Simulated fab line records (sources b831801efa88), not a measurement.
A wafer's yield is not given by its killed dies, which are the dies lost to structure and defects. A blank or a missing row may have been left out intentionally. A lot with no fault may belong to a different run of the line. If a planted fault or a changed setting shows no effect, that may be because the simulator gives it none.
What tool caused it?    flow gf180mcu    14 lots, 42 wafers sampled, at 3 steps of a route of 602

WHAT EACH GAUGE READ, for each wafer
GF_POLY_GATE_OVL_MEAS_11.
lot   measured      on          POLY_GATE_OVL (nm)
L290  day 9 06:09   overlay-01  2 -6 0
L292  day 9 20:54   overlay-01  -1 -3 0
L294  day 10 17:05  overlay-02  -2 -4 2
L297  day 11 13:40  overlay-02  -12 -13 -8
L298  day 11 19:09  overlay-01  3 -1 -9
L299  day 12 00:37  overlay-02  -2 -8 -3
L300  day 12 11:41  overlay-02  -2 8 8
L305  day 13 19:25  overlay-02  -8 -11 -5
L307  day 14 18:56  overlay-02  -2 -4 -7
L308  day 14 23:59  overlay-02  1 4 -6
L309  day 15 02:32  overlay-02  0 -1 0
L310  day 15 12:10  overlay-01  12 0 5
L311  day 15 20:53  overlay-02  -4 -7 -7
L312  day 16 06:08  overlay-02  4 2 1

GF_POLY_GATE_THK_MEAS_17.
lot   measured      on            POLY_GATE_OXIDATION_THK (nm)
L290  day 9 07:41   filmMetro-02  4.07 3.97 3.97
L292  day 9 23:04   filmMetro-03  3.91 3.99 3.83
L294  day 10 19:02  filmMetro-04  4.05 4.15 4.06
L297  day 11 15:21  filmMetro-02  3.89 3.86 3.91
L298  day 11 21:46  filmMetro-02  3.97 3.98 3.95
L299  day 12 02:09  filmMetro-04  3.92 3.91 3.91
L300  day 12 13:46  filmMetro-02  3.97 3.89 3.98
L305  day 13 21:21  filmMetro-02  4.07 4.08 4.12
L307  day 14 21:20  filmMetro-02  4.11 4.12 4.10
L308  day 15 02:09  filmMetro-03  4.04 4.10 4.14
L309  day 15 04:05  filmMetro-04  3.96 3.93 3.96
L310  day 15 13:43  filmMetro-02  4.02 3.99 3.95
L311  day 15 22:26  filmMetro-02  4.13 4.13 4.09
L312  day 16 07:41  filmMetro-04  4.04 4.03 3.94

GF_POLY_GATE_CD_MEAS_18.
lot   measured      on        cdNm (nm)
L290  day 9 07:46   cdSem-02  281.7 280.0 282.3
L292  day 9 23:08   cdSem-01  277.9 281.3 275.2
L294  day 10 19:13  cdSem-01  280.5 282.2 279.7
L297  day 11 15:26  cdSem-01  279.1 279.4 280.2
L298  day 11 21:52  cdSem-01  280.1 280.0 279.9
L299  day 12 02:13  cdSem-01  280.3 280.6 280.1
L300  day 12 13:51  cdSem-01  277.9 281.7 279.4
L305  day 13 21:26  cdSem-02  278.7 280.8 282.1
L307  day 14 21:25  cdSem-01  281.0 281.3 279.5
L308  day 15 02:13  cdSem-02  278.5 278.9 275.6
L309  day 15 04:10  cdSem-02  281.3 279.6 280.5
L310  day 15 13:47  cdSem-02  281.0 282.9 282.3
L311  day 15 22:31  cdSem-02  280.3 280.4 279.3
L312  day 16 07:44  cdSem-01  274.8 279.3 279.1

WHICH TOOL RAN EACH LOT (tool, then ch and the chambers of the sampled wafers, then the start)
Record: no process step prior to these readings.

AS READ BY THE TOOLS THEMSELVES (means over the sampled wafers that have a number; for cases with no such wafer, the mark the record gives instead)
The record holds no such reading with a usual standard deviation.

THE ANSWER, worked out from the rows above alone
Rule: the lots themselves supply what counts as usual. The widest of any qualifying gaps counts: lots, ordered by their means at a reading, are off when they make up no more than a third of the lots, leave a main group of 4 or more, and stand apart from it by 3 or more times the standard deviation of that group's means. A main group whose means are all the same, to the digits that the tables above print for the reading, isn't used. A lot without any number at a reading at which 4 lots or more have one is off too. All remaining lots with rows at the step are treated as sound. First the gauges in route order, then the tools' own readings, where a lot's mean is used as printed above. The first step at which some lot is off is used, and at that step the reading that is off furthest; a lot without a number counts as furthest.
Across all readings shown, no lot is off: no conclusion can be drawn from this.

WHAT THE SIMULATOR HAD PUT IN
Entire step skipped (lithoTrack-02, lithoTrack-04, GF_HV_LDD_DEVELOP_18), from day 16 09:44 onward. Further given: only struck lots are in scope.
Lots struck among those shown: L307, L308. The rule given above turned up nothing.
